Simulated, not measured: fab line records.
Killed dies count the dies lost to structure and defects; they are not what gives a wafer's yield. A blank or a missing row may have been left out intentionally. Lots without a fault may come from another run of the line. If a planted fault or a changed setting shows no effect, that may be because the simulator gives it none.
Matching of chambers    flow gf180mcu    rie-diel-04 running GF_HV_LDD_ETCHBACK_58: 4 sister chambers
The step etches Si3N4 in CH3F/O2, stops on SiO2, time 100 s, target depth 90 nm. 14 wafers are shown with their chamber, then 6 later ones without.

## WAFERS PAIRED WITH THEIR CHAMBERS
wafer   chamber  drypump-motor-current-A (A)  run-length-s (s)  oes-product-au (a.u.)
L695.3  2        5.8                          128.5             0.839
L695.4  1        5.7                          128.3             0.846
L695.6  0        6.3                          127.6             0.839
L697.6  1        5.7                          128.1             0.837
L700.4  3        5.1                          127.9             0.833
L708.1  3        5.1                          128.1             0.831
L708.2  1        5.7                          128.2             0.846
L708.4  1        5.7                          128.6             0.842
L710.1  2        5.8                          128.4             0.851
L710.4  0        6.4                          127.6             0.843
L710.6  2        5.8                          128.9             0.847
L712.3  2        5.8                          128.5             0.847
L712.5  3        5.1                          128.0             0.840
L712.6  2        5.8                          128.2             0.848

SIGNATURES (means of the wafers above)
reading                  chamber 0  chamber 1  chamber 2  chamber 3  scatter within a chamber
drypump-motor-current-A  6.350      5.700      5.800      5.100      0.0224
run-length-s             127.600    128.300    128.500    128.000    0.205
oes-product-au           0.84100    0.84275    0.84640    0.83467    0.00432
Rule: distance of a wafer from a chamber = root of the sum over the readings of ((wafer's reading minus chamber's mean) / reading's scatter) squared. If the next closest chamber is less than 2 further off than the closest, the wafer can't be placed; otherwise it belongs to the closest. How the scatter is found: for the shown wafers, subtract from each reading the mean of its chamber, square and add these, divide the total by (wafers less chambers), then take the root.

## WAFERS WITHOUT THEIR CHAMBER
wafer   drypump-motor-current-A (A)  run-length-s (s)  oes-product-au (a.u.)
L713.1  6.4                          127.6             0.845
L713.2  5.1                          127.6             0.845
L713.5  5.7                          128.0             0.836
L714.2  5.8                          128.9             0.846
L714.5  5.7                          128.3             0.843
L714.6  6.4                          127.4             0.843

## THE CHAMBER EACH PASSED THROUGH
wafer   from the rows above  in truth
L713.1  0                    0
L713.2  3                    3
L713.5  1                    1
L714.2  2                    2
L714.5  1                    1
L714.6  0                    0
Correct placement for 6 of the 6. From these rows, 0 cannot be placed. Wrongly placed: 0.
